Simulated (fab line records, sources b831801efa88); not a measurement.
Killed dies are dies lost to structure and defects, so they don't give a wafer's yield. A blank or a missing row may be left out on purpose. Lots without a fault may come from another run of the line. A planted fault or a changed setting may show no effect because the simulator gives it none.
Which tool did it? | flow sfq_line | 14 lots, 42 wafers sampled, at 4 steps of a route of 325

WHAT THE GAUGES READ, wafer by wafer
SFQ_M4_OVL_MEAS_926.
lot  | measured     | on         | M4_OVL (nm)
L662 | day 48 18:39 | overlay-02 | 4 -5 -1
L663 | day 53 08:36 | overlay-02 | 2 2 5
L664 | day 53 11:00 | overlay-02 | -8 -3 -5
L665 | day 53 19:25 | overlay-02 | -3 2 2
L666 | day 53 20:36 | overlay-01 | 9 9 7
L667 | day 54 05:00 | overlay-02 | -4 0 4
L668 | day 54 15:55 | overlay-02 | -4 -3 -4
L669 | day 55 07:32 | overlay-01 | 6 11 9
L676 | day 56 14:44 | overlay-01 | 1 3 6
L679 | day 60 11:04 | overlay-01 | -1 -2 2
L680 | day 60 19:29 | overlay-01 | 16 0 5
L681 | day 61 02:40 | overlay-02 | 6 7 12
L683 | day 61 23:04 | overlay-02 | 8 10 0
L684 | day 62 04:00 | overlay-02 | -1 -7 5

SFQ_I4_BOW_MEAS_927.
lot  | measured     | on            | I4_BOW (um)
L662 | day 50 02:11 | film_metro-04 | 1 1 0
L663 | day 54 08:29 | film_metro-04 | 7 -6 1
L664 | day 54 11:29 | film_metro-03 | -1 20 18
L665 | day 54 23:32 | film_metro-01 | 25 12 25
L666 | day 55 02:29 | film_metro-03 | 7 -7 3
L667 | day 55 14:29 | film_metro-04 | 7 11 -3
L668 | day 55 21:54 | film_metro-03 | 1 5 3
L669 | day 56 14:53 | film_metro-04 | 10 16 12
L676 | day 58 00:19 | film_metro-03 | -3 -11 -1
L679 | day 60 15:08 | film_metro-04 | -5 14 3
L680 | day 61 00:34 | film_metro-04 | 4 -9 4
L681 | day 61 07:20 | film_metro-04 | 14 13 17
L683 | day 62 03:08 | film_metro-04 | 23 17 12
L684 | day 62 08:04 | film_metro-04 | 11 3 0

WHICH TOOL RAN EACH LOT (tool, then ch and the chambers of the sampled wafers, then the start)
lot  | SFQ_TRILAYER_I1_METRO_MEASURE_047 | SFQ_TRILAYER_I2_VIA_BARC_OPEN_VIA_ETCH_096
L662 | film_metro-01, day 24 02:24       | rie_diel-03 ch 0,1,2, day 37 10:40
L663 | film_metro-01, day 24 17:35       | rie_diel-01 ch 0,3, day 44 01:35
L664 | film_metro-04, day 24 22:48       | rie_diel-03 ch 0,1,2, day 44 02:47
L665 | film_metro-02, day 25 01:11       | rie_diel-04 ch 2,3, day 44 11:19
L666 | film_metro-04, day 25 09:52       | rie_diel-03 ch 0,1,2, day 44 13:43
L667 | film_metro-01, day 26 16:24       | rie_diel-01 ch 0,3, day 44 22:07
L668 | film_metro-02, day 26 20:12       | rie_diel-03 ch 0,3, day 45 02:55
L669 | film_metro-01, day 27 07:15       | rie_diel-03 ch 0,1,3, day 45 05:19
L676 | film_metro-04, day 29 06:54       | rie_diel-01 ch 0,1, day 46 06:31
L679 | film_metro-02, day 31 01:10       | rie_diel-01 ch 0,3, day 47 00:41
L680 | film_metro-04, day 31 11:34       | rie_diel-04 ch 2,3, day 47 07:58
L681 | film_metro-02, day 31 17:22       | rie_diel-04 ch 1,3, day 47 12:41
L683 | film_metro-02, day 32 05:22       | rie_diel-04 ch 0,2,3, day 48 03:05
L684 | film_metro-01, day 32 12:16       | rie_diel-04 ch 0,2, day 48 06:41
- SFQ_TRILAYER_I1_METRO_MEASURE_047
- SFQ_TRILAYER_I2_VIA_BARC_OPEN_VIA_ETCH_096: etches BARC in O2, target depth 125 nm, time 41.7 s.

WHAT THE TOOLS THEMSELVES READ (means of the sampled wafers that have a number; where no wafer has one, the mark that the record gives instead)
SFQ_TRILAYER_I1_METRO_MEASURE_047.
lot  | tool          | thk_nm (nm)
L662 | film_metro-01 | 201.4
L663 | film_metro-01 | 199.7
L664 | film_metro-04 | 198.4
L665 | film_metro-02 | 200.2
L666 | film_metro-04 | 200.3
L667 | film_metro-01 | 200.0
L668 | film_metro-02 | 199.7
L669 | film_metro-01 | 199.5
L676 | film_metro-04 | 200.4
L679 | film_metro-02 | 199.4
L680 | film_metro-04 | 200.2
L681 | film_metro-02 | 200.4
L683 | film_metro-02 | 197.2
L684 | film_metro-01 | 199.3

SFQ_TRILAYER_I2_VIA_BARC_OPEN_VIA_ETCH_096.
lot  | tool        | drypump_motor_current_A (A) | oes_product_au (a.u.) | rf_fwd_power_W (W)
L662 | rie_diel-03 | 6.1                         | 0.685                 | 494.3
L663 | rie_diel-01 | 5.6                         | 0.687                 | 491.9
L664 | rie_diel-03 | 6.1                         | 0.684                 | 495.0
L665 | rie_diel-04 | 5.7                         | 0.680                 | 494.1
L666 | rie_diel-03 | 6.1                         | 0.682                 | 494.9
L667 | rie_diel-01 | 5.6                         | 0.686                 | 492.7
L668 | rie_diel-03 | 6.1                         | 0.680                 | 495.9
L669 | rie_diel-03 | 6.0                         | 0.684                 | 493.5
L676 | rie_diel-01 | 5.9                         | 0.686                 | 362.3
L679 | rie_diel-01 | 5.6                         | 0.686                 | 427.2
L680 | rie_diel-04 | 5.8                         | 0.681                 | 494.4
L681 | rie_diel-04 | 6.4                         | 0.680                 | 496.8
L683 | rie_diel-04 | 5.5                         | 0.683                 | 495.1
L684 | rie_diel-04 | 5.4                         | 0.683                 | 493.8

THE ANSWER, worked out from the rows above alone
Rule: what is usual is taken from the lots themselves. Put in order of their means at a reading, lots are off if they are a third of the lots or fewer, leave a main group of 4 or more, and stand apart from it by a gap of 3 or more times the standard deviation of the main group's means; of several such gaps the widest counts. A main group whose means are all the same, to the digits that the tables above print for the reading, isn't used. A lot without any number at a reading at which 4 lots or more have one is off too. The other lots that the step has rows for count as sound. The gauges are gone through in route order, then the tools' own readings, and for those a lot's mean is taken as printed above. The first step at which some lot is off is used, and at that step the reading that is off furthest; a lot without a number counts as furthest.
Off: L676, L679, at SFQ_TRILAYER_I2_VIA_BARC_OPEN_VIA_ETCH_096 (rf_fwd_power_W). The main group: mean 494.4 W, standard deviation 1.3.
A tool fits if, at that step or a process step before it, it ran every lot that is off, and no sound lot after the first of them. One fits: rie_diel-01 at SFQ_TRILAYER_I2_VIA_BARC_OPEN_VIA_ETCH_096. Its last sound lot is L667 (day 44 22:07), its first lot that is off L676 (day 46 06:31): a fault that began between those two fits.
The tool's own readings at SFQ_TRILAYER_I2_VIA_BARC_OPEN_VIA_ETCH_096 bear it out: on the lots that are off they differ by more than 5 times the standard deviation of the sound lots' means. rf_fwd_power_W reads 394.8 W there against 494.4 W on the sound lots.

WHAT THE SIMULATOR HAD PUT IN
Process parameter drift: rie_diel-01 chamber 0, from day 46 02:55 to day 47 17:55, at SFQ_TRILAYER_I2_VIA_BARC_OPEN_VIA_ETCH_096. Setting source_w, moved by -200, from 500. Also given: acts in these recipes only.
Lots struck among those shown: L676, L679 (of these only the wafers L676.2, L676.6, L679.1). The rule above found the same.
